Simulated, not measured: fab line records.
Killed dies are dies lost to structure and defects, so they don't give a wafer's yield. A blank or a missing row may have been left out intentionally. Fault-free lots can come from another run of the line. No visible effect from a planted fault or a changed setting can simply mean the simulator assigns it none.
The tool behind it: which one? | flow sky130 | 14 lots, 42 wafers sampled, at 4 steps of a route of 708

WHAT EACH GAUGE READ, for each wafer
SKY_SONOS_TUNNEL_OVL_MEAS_08. Usual: SONOS_TUNNEL_OVL gives 0.1 nm (standard deviation 1.2).
lot  | measured     | on         | SONOS_TUNNEL_OVL (nm) | flag
L652 | day 11 05:56 | overlay-01 | -0.8 -0.6 -1.2        |
L653 | day 11 17:30 | overlay-02 | -0.9 0.4 1.3          |
L657 | day 13 05:08 | overlay-01 | 0.5 -0.6 0.3          |
L658 | day 13 07:14 | overlay-01 | -1.2 0.2 -1.0         |
L659 | day 13 16:20 | overlay-01 | 1.0 2.5 2.1           |
L660 | day 14 09:15 | overlay-02 | -2.3 -1.4 -1.9        |
L661 | day 14 11:35 | overlay-02 | -0.9 1.0 0.6          |
L667 | day 16 14:39 | overlay-02 | -0.8 2.0 -0.3         |
L668 | day 16 23:38 | overlay-02 | -1.1 0.7 -1.2         |
L669 | day 17 00:44 | overlay-01 | 0.6 -0.8 0.7          |
L670 | day 17 11:37 | overlay-01 | -0.6 0.7 -0.8         |
L672 | day 18 00:53 | overlay-01 | 1.3 2.6 0.8           |
L673 | day 18 21:08 | overlay-01 | -1.8 -0.2 -1.6        |
L674 | day 19 14:59 | overlay-02 | 1.8 -0.5 0.1          |

SKY_SONOS_TUNNEL_TW_MEAS_12. Usual: SONOS_TUNNEL_TW gives 198.7 (standard deviation 1.6).
lot  | measured     | on            | SONOS_TUNNEL_TW   | flag
L652 | day 11 06:23 | film_metro-02 | 195.3 196.6 197.3 |
L653 | day 11 17:57 | film_metro-02 | 196.3 195.4 196.6 |
L657 | day 13 05:43 | film_metro-01 | 199.1 199.7 199.5 |
L658 | day 13 07:43 | film_metro-01 | 198.6 199.6 199.4 |
L659 | day 13 17:06 | film_metro-02 | 29.9 30.2 30.1    | OFF
L660 | day 14 09:47 | film_metro-04 | 30.2 30.2 30.2    | OFF
L661 | day 14 12:13 | film_metro-04 | 198.6 198.8 199.6 |
L667 | day 16 15:09 | film_metro-04 | 198.9 199.1 199.7 |
L668 | day 17 00:10 | film_metro-04 | 199.7 198.9 199.0 |
L669 | day 17 01:12 | film_metro-01 | 200.7 200.8 199.8 |
L670 | day 17 12:05 | film_metro-01 | 201.1 200.5 200.5 |
L672 | day 18 01:20 | film_metro-01 | 199.4 200.7 199.4 |
L673 | day 18 21:35 | film_metro-02 | 197.8 197.4 198.1 |
L674 | day 19 15:26 | film_metro-02 | 196.8 196.1 197.8 |

WHICH TOOL RAN EACH LOT (tool, then ch and the chambers of the sampled wafers, then the start)
lot  | SKY_VT_ADJUST_HVTP_STRIP_10          | SKY_VT_ADJUST_PCH_STRIP_09
L652 | plasma_asher-02 ch 0,1, day 6 01:17  | plasma_asher-03 ch 0,1, day 10 06:55
L653 | plasma_asher-01 ch 0,1, day 6 09:20  | plasma_asher-02 ch 0,1, day 10 17:25
L657 | plasma_asher-01 ch 0,1, day 7 12:53  | plasma_asher-01 ch 0, day 12 03:43
L658 | plasma_asher-03 ch 0,1, day 7 14:43  | plasma_asher-01 ch 0,1, day 12 05:46
L659 | plasma_asher-01 ch 0,1, day 7 20:56  | plasma_asher-01 ch 0,1, day 12 14:47
L660 | plasma_asher-01 ch 0,1, day 8 08:46  | plasma_asher-03 ch 0,1, day 13 06:58
L661 | plasma_asher-03 ch 0,1, day 8 14:35  | plasma_asher-03 ch 0,1, day 13 10:24
L667 | plasma_asher-03 ch 0,1, day 10 03:38 | plasma_asher-01 ch 0,1, day 15 09:46
L668 | plasma_asher-02 ch 0,1, day 10 10:20 | plasma_asher-03 ch 0,1, day 15 18:04
L669 | plasma_asher-01 ch 0,1, day 10 10:38 | plasma_asher-03 ch 0,1, day 15 18:54
L670 | plasma_asher-03 ch 0,1, day 10 20:05 | plasma_asher-01 ch 0,1, day 16 05:52
L672 | plasma_asher-03 ch 0,1, day 11 06:57 | plasma_asher-03 ch 0,1, day 16 19:25
L673 | plasma_asher-02 ch 0,1, day 11 23:08 | plasma_asher-03 ch 0,1, day 17 16:03
L674 | plasma_asher-02 ch 0, day 12 13:29   | plasma_asher-03 ch 0,1, day 18 08:36
- SKY_VT_ADJUST_HVTP_STRIP_10: strips in O2/N2.
- SKY_VT_ADJUST_PCH_STRIP_09: strips in O2/N2.

WHAT THE TOOLS THEMSELVES READ (means of the sampled wafers that have a number; where no wafer has one, the mark that the record gives instead)
SKY_VT_ADJUST_HVTP_STRIP_10. Usual: chamber_pressure_mTorr 1500.1 mTorr, standard deviation 1.5; drypump_motor_current_A 5.7 A, standard deviation 0.46; oes_product_au 0.716 a.u., standard deviation 0.0047; strip_time_to_endpoint_s 14.17 s, standard deviation 0.043.
lot  | tool            | chamber_pressure_mTorr (mTorr) | drypump_motor_current_A (A) | oes_product_au (a.u.) | strip_time_to_endpoint_s (s) | flag
L652 | plasma_asher-02 | 1498.7                         | 5.7                         | 0.720                 | 14.15                        |
L653 | plasma_asher-01 | 1500.4                         | 5.2                         | 0.712                 | 14.21                        |
L657 | plasma_asher-01 | 1500.3                         | 5.2                         | 0.723                 | 14.16                        |
L658 | plasma_asher-03 | 1500.6                         | 6.1                         | 0.718                 | 14.15                        |
L659 | plasma_asher-01 | 1500.9                         | 5.2                         | 0.717                 | 14.17                        |
L660 | plasma_asher-01 | 1500.8                         | 5.2                         | 0.713                 | 14.15                        |
L661 | plasma_asher-03 | 1499.1                         | 6.1                         | 0.718                 | 14.14                        |
L667 | plasma_asher-03 | 1499.8                         | 6.3                         | 0.718                 | 14.18                        |
L668 | plasma_asher-02 | 1500.7                         | 5.7                         | 0.723                 | 14.19                        |
L669 | plasma_asher-01 | 1501.2                         | 5.2                         | 0.719                 | 14.18                        |
L670 | plasma_asher-03 | 1500.6                         | 6.1                         | 0.713                 | 14.18                        |
L672 | plasma_asher-03 | 1499.7                         | 6.1                         | 0.717                 | 14.11                        |
L673 | plasma_asher-02 | 1499.6                         | 5.6                         | 0.721                 | 14.12                        |
L674 | plasma_asher-02 | 1499.8                         | 5.8                         | 0.717                 | 14.12                        |

SKY_VT_ADJUST_PCH_STRIP_09. Usual: chamber_pressure_mTorr 1499.9 mTorr, standard deviation 1.3; drypump_motor_current_A 5.7 A, standard deviation 0.47; oes_product_au 0.723 a.u., standard deviation 0.0047; strip_time_to_endpoint_s 36.91 s, standard deviation 0.092.
lot  | tool            | chamber_pressure_mTorr (mTorr) | drypump_motor_current_A (A) | oes_product_au (a.u.) | strip_time_to_endpoint_s (s) | flag
L652 | plasma_asher-03 | 1500.1                         | 6.3                         | 0.724                 | 36.87                        |
L653 | plasma_asher-02 | 1499.6                         | 5.6                         | 0.720                 | 36.99                        |
L657 | plasma_asher-01 | 1500.2                         | 5.2                         | 0.721                 | 36.97                        |
L658 | plasma_asher-01 | 1499.2                         | 5.2                         | 0.724                 | 36.87                        |
L659 | plasma_asher-01 | -                              | -                           | -                     | -                            | OFF
L660 | plasma_asher-03 | -                              | -                           | -                     | -                            | OFF
L661 | plasma_asher-03 | 1500.6                         | 6.1                         | 0.719                 | 36.90                        |
L667 | plasma_asher-01 | 1500.4                         | 5.2                         | 0.724                 | 36.72                        |
L668 | plasma_asher-03 | 1499.3                         | 6.1                         | 0.724                 | 36.87                        |
L669 | plasma_asher-03 | 1500.0                         | 6.1                         | 0.720                 | 37.01                        |
L670 | plasma_asher-01 | 1500.5                         | 5.2                         | 0.724                 | 36.81                        |
L672 | plasma_asher-03 | 1499.7                         | 6.3                         | 0.723                 | 36.88                        |
L673 | plasma_asher-03 | 1499.9                         | 6.3                         | 0.721                 | 36.92                        |
L674 | plasma_asher-03 | 1500.9                         | 6.3                         | 0.724                 | 36.84                        |

THE ANSWER, worked out from the rows above alone
Rule: a lot is off if the mean of its wafers that have a number lies more than 3 standard deviations from the usual mean. A lot without any number at a reading at which 4 lots or more have one is off too. Where the step has rows for the other lots, those lots are counted as sound. First the gauges in route order, then the tools' own readings, where a lot's mean is used as printed above. The first step at which some lot is off is used, and at that step the reading that is off furthest; a lot without a number counts as furthest.
Off: L659, L660, at SKY_SONOS_TUNNEL_TW_MEAS_12 (SONOS_TUNNEL_TW).
If a tool, at a process step before that reading, ran all the lots that are off and no sound lot after the first of them, it fits. The gauges at SKY_SONOS_TUNNEL_TW_MEAS_12 aren't tried: what is off there is off at SKY_VT_ADJUST_PCH_STRIP_09 too, on other tools, and a gauge's error can't cause that. No candidate that was tried fits.

WHAT HAD BEEN PUT IN BY THE SIMULATOR
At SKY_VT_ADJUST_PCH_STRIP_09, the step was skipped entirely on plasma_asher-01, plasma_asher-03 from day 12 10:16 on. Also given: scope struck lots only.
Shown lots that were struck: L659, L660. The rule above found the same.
